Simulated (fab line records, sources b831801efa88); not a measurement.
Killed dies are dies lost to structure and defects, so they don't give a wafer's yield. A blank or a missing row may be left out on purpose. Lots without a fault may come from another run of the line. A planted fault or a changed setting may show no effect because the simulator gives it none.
fab line records | flow sfq_line
record lots=5 wafers=15 last_day=95
route steps=325 shown M3@132 I3@133
lots that met no fault: from a run of the same line without faults
start_h: hours from the record's first day to the start of the lot's first wafer shown | wait_h: hours since the lot's step before | " the same as in the row above | L1.1+2: a row that stands for several wafers | - no value, or no start given | * or withheld: withheld | < > ~ a bound
route shown NAME@n: a module of which the file shows steps, and the number in the route of the first | usual: mean/standard deviation of fault-free wafers | same: alike in all rows | chamber/n: place in a boat | sites: the reading at each site | _std_site: their standard deviation | _edge_site: outer sites' mean less inner sites' | radius_mm: how far each site lies from the wafer's centre | mask NAME#n: copy n | behind: the tool/chamber that last shaped the wafer | hold: why the lot was held/for how many hours/how that ended | device: the transistor (n, p or np) that didn't switch | end of line: the same wafers' tests at the end of the route | a step without rows: its recipe alone | killed: dies lost to structure and defects at the first sort, not the wafer's yield | map: a wafer's dies, x killed, . not, _ none there
set.NAME: the setting as run; set.NAME@STEP: as run at that earlier step | model.NAME: the simulator's own value behind a step, which no gauge read
lots at some steps of the route; a table a step, a row a wafer
services: from which hour (start_h, from the record's first day; less than 0 if before it) a tool's chamber was out of use, for how many hours, and why
## steps
# step SFQ_TRILAYER_M3_STRIP_SOLV_CLEAN_080
# recipe chemistry=NMP temp_c=70 time_s=600
# step SFQ_TRILAYER_I3_DEP_PECVD_081
# recipe material=SiO2 temp_c=150 time_s=111.11 pressure_torr=2.4 rf_w=183.3 precursor=SiH4/N2O target_thk_nm=500
# usual heater_power_w=93/12 throttle_valve_pct=25.1/1.6
# same time_s=111.11
# columns lot.wafer tool chamber start_h wait_h heater_power_w throttle_valve_pct
L944.2 pecvd-04 2 1010.40 0.0 103 22.4
L944.3 " 0 " " 114 23.3
L944.6 " 1 " " 88 24.4
L951.1 pecvd-04 0 1123.53 0.0 109 23.7
L951.2 " 1 " " 91 24.5
L951.5 " 1 " " 72 24.4
L954.4 pecvd-04 0 1133.17 0.0 106 23.3
L954.5 " 1 " " 86 24.4
L954.6 " 2 " " 100 22.9
L955.4 pecvd-03 1 1135.57 0.0 94 25.4
L955.5 " 0 " " 101 27.5
L955.6 " 2 " " 80 26.8
L967.1 pecvd-04 0 1231.02 0.0 98 23.5
L967.3 " 0 " " 102 23.7
L967.6 " 1 " " 82 24.6
# step SFQ_TRILAYER_I3_CMP_CMP_082
# recipe material=SiO2 down_force_psi=3 platen_rpm=60 pad_velocity_m_s=0.94248
# usual motor_current_A=10.3/0.8 time_to_endpoint_s=221/7.8
# columns lot.wafer tool chamber start_h wait_h motor_current_A time_to_endpoint_s
L944.2 cmp-01 0 1023.01 12.6 10.3 211
L944.3 " 2 1024.01 13.6 9.7 201
L944.6 " 0 1025.01 14.5 10.6 214
L951.1 cmp-01 2 1148.51 24.9 9.6 219
L951.2 " 3 " " 10.6 227
L951.5 " 3 1151.01 27.4 10.5 232
L954.4 cmp-01 2 1157.51 24.3 9.9 226
L954.5 " 2 1159.51 26.3 9.8 223
L954.6 " 3 " " 10.2 229
L955.4 cmp-01 3 1162.01 26.4 10.7 231
L955.6 " 0 " " 10.6 217
L955.5 " 1 " " 10.8 226
L967.3 cmp-02 2 1232.14 1.0 11.2 220
L967.1 " 3 " " 10.5 229
L967.6 " 1 1233.64 2.5 10.7 239
# step SFQ_I3_BOW_MEAS_922
# recipe mode=bow
# usual I3_BOW=2/8.4
# columns lot.wafer tool chamber start_h wait_h I3_BOW[um]
L944.2 film_metro-01 - 1025.53 2.0 7
L944.3 " - " " -2
L944.6 " - " " -1
L951.1 film_metro-01 - 1151.51 2.5 9
L951.2 " - " " 5
L951.5 " - " " 2
L954.4 film_metro-02 - 1160.57 2.6 -2
L954.5 " - " " -10
L954.6 " - " " 10
L955.4 film_metro-01 - 1163.57 1.1 6
L955.5 " - " " 1
L955.6 " - " " 5
L967.1 film_metro-03 - 1234.14 1.0 13
L967.3 " - " " 13
L967.6 " - " " 0
# step SFQ_TRILAYER_I3_METRO_MEASURE_083
# usual thk_nm=200.3/1.1
# columns lot.wafer tool chamber start_h wait_h thk_nm
L944.2 film_metro-01 - 1025.83 0.3 199.7
L944.3 " - " " 201.0
L944.6 " - " " 200.1
L951.1 film_metro-01 - 1151.63 0.1 200.0
L951.2 " - " " 202.2
L951.5 " - " " 201.0
L954.4 film_metro-02 - 1161.23 0.6 199.3
L954.5 " - " " 198.2
L954.6 " - " " 202.0
L955.4 film_metro-01 - 1164.23 0.6 202.7
L955.5 " - " " 202.3
L955.6 " - " " 200.5
L967.1 film_metro-03 - 1234.26 0.1 200.6
L967.3 " - " " 198.7
L967.6 " - " " 201.5
# step SFQ_TRILAYER_I3_VIA_LITHO_COAT_090
# recipe resist=BARC spin_rpm=3000 resist_thk_nm=62
# step SFQ_TRILAYER_I3_VIA_LITHO_COAT_085
# recipe resist=KrF spin_rpm=3000 resist_thk_nm=650
# step SFQ_TRILAYER_I3_VIA_LITHO_SOFTBAKE_089
# recipe temp_c=withheld time_s=withheld resist=KrF
# step SFQ_TRILAYER_I3_VIA_LITHO_EXPOSE_086
# recipe mask_id=I3 na=0.6 source_shape=conventional sigma_outer=0.65 target_cd_nm=500 dose_mj=21.3
# step SFQ_TRILAYER_I3_VIA_LITHO_PEB_088
# recipe peb_temp_c=115 peb_time_s=60 resist=KrF
# step SFQ_TRILAYER_I3_VIA_LITHO_DEVELOP_087
# recipe time_s=60 resist=KrF
# step SFQ_I3_OVL_MEAS_923
# usual I3_OVL=1/6
# columns lot.wafer tool chamber start_h wait_h I3_OVL[nm]
L944.2 overlay-01 - 1154.38 0.1 3
L944.3 " - " " 2
L944.6 " - " " 0
L951.1 overlay-01 - 1271.65 0.1 -1
L951.2 " - " " 7
L951.5 " - " " 3
L954.4 overlay-01 - 1280.06 0.1 -5
L954.5 " - " " -9
L954.6 " - " " -4
L955.4 overlay-01 - 1283.66 0.1 -6
L955.5 " - " " -4
L955.6 " - " " -8
L967.1 overlay-02 - 1365.50 0.1 -2
L967.3 " - " " 1
L967.6 " - " " -7
# step SFQ_TRILAYER_I3_VIA_BARC_OPEN_VIA_ETCH_121
# recipe mask_material=PR chemistry=O2 target_depth_nm=125 target=BARC source_w=500 bias_w=80 pressure_mtorr=30 time_s=41.7
# usual drypump_motor_current_A=5.4/0.42 oes_product_au=0.685/0.0045 rf_fwd_power_W=494.4/2
# same time_s=41.7
# columns lot.wafer tool chamber start_h wait_h drypump_motor_current_A oes_product_au rf_fwd_power_W rf_hours_counter_h model.KrF_of_TRILAYER_I3_VIA_LITHO_COAT_085.thk_nm
L944.2 rie_diel-04 1 1154.41 0.0 5.9 0.693 492.9 19 572.6
L944.3 " 2 " " 4.9 0.684 494.0 17 571.1
L944.6 " 1 " " 5.8 0.680 493.9 - 570.9
L951.1 rie_diel-01 0 1271.68 0.0 5.6 0.685 491.5 9 576.2
L951.2 " 3 " " 5.6 0.683 491.9 8 575.3
L951.5 " 0 " " 5.7 0.683 490.2 - 575.3
L954.4 rie_diel-01 2 1280.08 0.0 6.3 0.683 493.9 10 570.6
L954.5 " 2 " " 6.3 0.685 495.3 - 570.5
L954.6 " 3 " " 5.6 0.687 412.7 - 581.2
L955.4 rie_diel-04 0 1283.68 0.0 5.0 0.694 494.2 9 573.4
L955.5 " 0 " " 5.0 0.689 494.8 - 574.6
L955.6 " 1 " " 5.9 0.688 493.2 - 575
L967.1 rie_diel-02 0 1365.53 0.0 5.6 0.688 496.1 12 569.2
L967.3 " 1 " " 4.9 0.680 494.5 16 570.5
L967.6 " 0 " " 5.6 0.689 497.3 - 570.1
# step SFQ_TRILAYER_I3_VIA_ETCH_VIA_ETCH_088
# recipe target=SiO2 stop_on=Nb mask_material=PR taper_deg=20 chemistry=CHF3 target_depth_nm=260 source_w=500 bias_w=80 pressure_mtorr=30 time_s=withheld
# usual drypump_motor_current_A=5.4/0.41 oes_product_au=0.856/0.0054 rf_fwd_power_W=497.9/1.7
# columns lot.wafer tool chamber start_h wait_h drypump_motor_current_A oes_product_au rf_fwd_power_W model.KrF_of_TRILAYER_I3_VIA_LITHO_COAT_085.thk_nm
L944.2 rie_diel-04 1 1154.45 0.0 5.9 0.847 498.8 526.6
L944.3 " 2 " " 4.9 0.861 500.3 526
L944.6 " 1 " " 5.9 0.854 497.1 524.8
L951.1 rie_diel-01 0 1271.72 0.0 5.7 0.854 497.4 531.9
L951.2 " 3 " " 5.6 0.861 497.1 531.7
L951.5 " 0 " " 5.7 0.857 497.6 530.7
L954.4 rie_diel-01 2 1280.12 0.0 6.3 0.858 499.8 526.4
L954.5 " 2 " " 6.3 0.839 496.2 526
L954.6 " 3 " " 5.6 0.867 499.1 537.4
L955.4 rie_diel-04 0 1283.72 0.0 5.0 0.867 495.0 529.2
L955.5 " 0 " " 5.0 0.861 498.4 530.4
L955.6 " 1 " " 5.9 0.842 500.2 531.3
L967.1 rie_diel-02 0 1365.57 0.0 5.6 0.860 497.9 525.1
L967.3 " 1 " " 4.9 0.847 496.9 525.2
L967.6 " 0 " " 5.6 0.864 497.2 525.9
# step SFQ_TRILAYER_I3_VIA_STRIP_STRIP_089
# recipe gas=O2 power_w=200 platen_temp_c=40 overash_fraction=0.65 chemistry=O2 pressure_mtorr=50
# usual drypump_motor_current_A=5.4/0.35 oes_product_au=1.005/0.0085
# same overash_fraction=0.65
# columns lot.wafer tool chamber start_h wait_h drypump_motor_current_A oes_product_au rf_hours_counter_h
L944.2 rie_metal-02 1 1154.56 - 6.4 1.014 114
L944.3 " 1 " " 6.4 1.008 -
L944.6 " 1 " " 6.4 0.994 -
L951.1 rie_metal-04 1 1271.83 - 5.2 1.026 130
L951.2 " 0 " " 5.3 1.003 117
L951.5 " 0 " " 5.2 1.003 -
L954.4 rie_metal-01 1 1280.43 - 5.4 1.011 -
L954.5 " 0 " " 5.4 1.002 -
L954.6 " 1 " " 5.4 1.012 -
L955.4 rie_metal-02 0 1284.03 - 5.3 1.018 -
L955.5 " 0 " " 5.3 1.006 -
L955.6 " 1 " " 6.4 0.997 -
L967.1 rie_metal-01 1 1365.68 - 5.3 1.003 111
L967.3 " 1 " " 5.4 1.004 -
L967.6 " 0 " " 5.4 0.993 -
## services
# columns tool chamber start_h hours kind
pecvd-04 2 991.05 2.8 repair
rie_diel-04 0 1005.07 4.2 repair
rie_diel-01 3 1005.07 3.9 repair
rie_diel-04 0 1020.22 9.1 repair
rie_diel-01 3 1034.80 13.9 repair
cmp-01 - 1048.60 0.6 repair
pecvd-04 0 1088.48 7.0 repair
rie_diel-01 3 1106.59 10.2 repair
rie_diel-04 1 1140.59 5.9 repair
pecvd-04 - 1145.13 2.8 pm
rie_diel-04 1 1147.47 4.7 repair
cmp-01 - 1180.26 1.8 repair
cmp-01 - 1182.12 0.3 repair
pecvd-04 2 1205.38 25.7 repair
pecvd-04 - 1236.08 4.3 pm
pecvd-04 - 1243.26 0.8 repair
cmp-01 - 1248.62 0.3 repair
rie_diel-04 - 1254.59 2.8 pm
cmp-01 - 1256.29 4.0 pm
cmp-01 - 1260.29 3.3 pm
cmp-01 - 1279.17 5.8 repair
rie_diel-01 2 1289.97 3.2 repair
pecvd-04 - 1315.20 0.9 repair
cmp-01 - 1315.50 5.2 pm
## key
first_sign step=SFQ_TRILAYER_I3_VIA_BARC_OPEN_VIA_ETCH_121 reading=rf_fwd_power_W direction=down sigmas=41 usual=494.4 struck=412.7
effect none on later readings
model_effect step=SFQ_TRILAYER_I3_VIA_BARC_OPEN_VIA_ETCH_121 value=KrF_of_TRILAYER_I3_VIA_LITHO_COAT_085.thk_nm without=573.9 struck=581.2
model_effect step=SFQ_TRILAYER_I3_VIA_ETCH_VIA_ETCH_088 value=KrF_of_TRILAYER_I3_VIA_LITHO_COAT_085.thk_nm without=530.1 struck=537.4
met_at SFQ_TRILAYER_I3_VIA_BARC_OPEN_VIA_ETCH_121
struck_wafers L954.6
onset_between 1271.68 1280.08
fault kind=process_parameter_drift tool=rie_diel-01 chamber=3 onset_h=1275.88 steps=SFQ_TRILAYER_I3_VIA_BARC_OPEN_VIA_ETCH_121 channel=source_w offset=-80 shape=step end_h=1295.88 acts_in=these_recipes_only stated=500
